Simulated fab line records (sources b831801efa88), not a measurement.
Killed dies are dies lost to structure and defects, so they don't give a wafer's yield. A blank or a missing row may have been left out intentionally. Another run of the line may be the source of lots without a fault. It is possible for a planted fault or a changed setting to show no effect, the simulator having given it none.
Problem report, 8D (eight disciplines) form, completed by code	flow gf180mcu	the parts of the form that need people (team, actions taken, sign-off) are left out

== 1. THE PROBLEM ==
Wafers free of any fault read 1004 nm (standard deviation 15) for PASSIVATION_CVD_00_THK at GF_PASSIVATION_THK_MEAS_01, against a mean of 647 nm on 3 wafers of 2 lots. Relative to the usual mean, that is a shift of -24 standard deviations.
First observed at day 32 04:16: wafer L235.2, on filmMetro-01. At this step, 30 wafers from 10 lots have a number in the record. Rule for "out", or "out of limits": more than 4 standard deviations from the usual mean. The rest of the wafers with a number are treated as sound.

== 2. WHAT IT IS, AND WHAT IT ISN'T ==
question	is	is not
which readings at this step	PASSIVATION_CVD_00_THK	-
which lots	L235, L236	L221, L222, L223, L226, L230, L240, L243, L244
which wafers of those lots	L235.2, L235.6, L236.2	L235.4, L236.1, L236.3
read on which gauges	filmMetro-01, filmMetro-03	filmMetro-04
when	from day 32 04:16	up to then (16 sound wafers); but 11 sound wafers of L236, L240, L243, L244 came after

== 3. SUSPECTS, AND WHAT RULES EACH OUT ==
Counting: if a tool at a process step up to the reading ran every lot that is out, it stays a suspect. Sound lots after the first of them don't rule it out here, since some wafers of a struck lot are sound.
- ruled out: the gauge at GF_PASSIVATION_THK_MEAS_01. Those wafers that are out were read across 2 gauges (filmMetro-01, filmMetro-03).
- plasmaAsher-03 at GF_V5_STRIP_18 (strips in O2/N2): kept. Ran every lot that is out, first one L235 (day 31 09:35); last sound lot up to then L230 (day 30 01:07).
- pecvd-01 at GF_PASSIVATION_CVD_00 (deposits SiO2 from TEOS, target thk 1000 nm, time 111.95 s): kept. Ran every lot that is out, first one L235 (day 32 04:10); last sound lot up to then L226 (day 29 15:42).
- At GF_PASSIVATION_CVD_00, inside pecvd-01: chamber 0 took the wafers that are out, while their sound lot-mates went through chambers 1, 2.
After counting, plasmaAsher-03 at GF_V5_STRIP_18 and pecvd-01 at GF_PASSIVATION_CVD_00 remain.

== 4. THE CAUSE (what the simulator had put in) ==
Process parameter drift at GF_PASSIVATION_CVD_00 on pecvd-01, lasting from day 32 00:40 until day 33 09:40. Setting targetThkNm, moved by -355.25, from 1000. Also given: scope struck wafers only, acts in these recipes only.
2 suspects survive the count, and this tool is in that group.

== 5. SEQUENCE OF EFFECTS, ordered by route ==
One row per reading whose mean, taken over the struck wafers that have a number, lies over 3 standard deviations from the usual. Only readings for which the record gives a usual standard deviation are gone through. hours: the time from each lot's start at the first step in this table that gives one to its start at this step, as a median over the lots. sigmas: the change in usual standard deviations.
hours	step	reading	usual	on struck wafers	change	sigmas
0	GF_PASSIVATION_THK_MEAS_01	PASSIVATION_CVD_00_THK	1004 nm	647	-357	-24
16	GF_PASSIVATION_ETCH_11	oesProductAu	0.964 a.u.	0.846	-0.118	-15
16	GF_PASSIVATION_ETCH_11	throttleValvePct	5.962 %	5.926	-0.036	-3.9
Its process steps:
- GF_PASSIVATION_ETCH_11: etches the open film in CF4/O2, stops on TiN, target depth 1800 nm, time 400 s.

== 6. WHAT WOULD HAVE CAUGHT IT SOONER ==
Counted from the fault's start at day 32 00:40, it took 4 hours until the first out-of-limits reading at a measuring or inspecting step in this record, taken at day 32 04:16.
No tool reading at GF_PASSIVATION_CVD_00 that has a usual standard deviation in the record was out on any struck wafer, so an alarm limit of 4 standard deviations on those readings would not have fired.
Among the 2 lots that are out, L236 began GF_PASSIVATION_CVD_00 on pecvd-01 after day 32 04:16. A tool hold placed at that time would have kept it from harm.
